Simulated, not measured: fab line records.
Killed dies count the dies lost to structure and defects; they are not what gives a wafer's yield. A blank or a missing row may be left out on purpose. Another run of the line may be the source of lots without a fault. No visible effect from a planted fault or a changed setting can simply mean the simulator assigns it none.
Matching of chambers	flow gf180mcu	cmp-01 running GF_CONTACT_CMP_04: 4 sister chambers
The step polishes SiO2. 14 wafers are shown with their chamber, then 7 later ones without.

## WAFERS PAIRED WITH THEIR CHAMBERS
wafer	chamber	motor current A (A)	time to endpoint s (s)	head pressure psi (psi)
L773.1	1	13.6	106	3.999
L773.4	3	13.2	120	3.985
L773.6	1	13.6	112	4.003
L776.2	1	13.4	105	4.000
L776.4	2	14.9	116	4.012
L776.5	0	10.7	120	3.991
L777.2	2	14.4	115	4.008
L777.3	3	13.4	110	3.996
L777.4	0	10.9	127	3.983
L783.3	2	14.4	114	3.999
L783.5	2	14.3	121	3.992
L783.6	3	13.5	119	4.006
L784.1	1	13.3	111	3.984
L784.4	0	11.1	125	4.010

SIGNATURES (means of the wafers above)
reading	chamber 0	chamber 1	chamber 2	chamber 3	scatter within a chamber
motor current A	10.900	13.475	14.500	13.367	0.204
time to endpoint s	124.00	108.50	116.50	116.33	3.91
head pressure psi	3.99467	3.99650	4.00275	3.99567	0.0103
Rule: for each reading, subtract the chamber's mean from the wafer's reading, divide by that reading's scatter and square the result; add these up over the readings and take the root, which gives the wafer's distance from the chamber. The wafer belongs to the nearest chamber; if the next one is less than 2 further off, it can't be placed. The scatter: take each reading less its chamber's mean, square it, sum over the shown wafers, divide by the number of wafers less the number of chambers, and take the root.

## WAFERS WITH NO CHAMBER GIVEN
wafer	motor current A (A)	time to endpoint s (s)	head pressure psi (psi)
L784.6	11.9	130	3.999
L794.2	13.6	109	3.996
L794.3	11.0	119	4.005
L794.5	11.2	125	4.011
L795.1	14.1	109	4.001
L795.3	13.1	102	3.980
L795.4	12.8	113	3.999

## EACH ONE'S CHAMBER
wafer	from the rows above	in truth
L784.6	0	0
L794.2	can't be placed: 1 or 3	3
L794.3	0	0
L794.5	0	0
L795.1	can't be placed: 2 or 1 or 3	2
L795.3	can't be placed: 1 or 3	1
L795.4	can't be placed: 3 or 1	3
Correct placement for 3 of the 7. Unplaceable from these rows: 4, with the true chamber sitting among the candidates in 4. Number placed wrongly: 0.
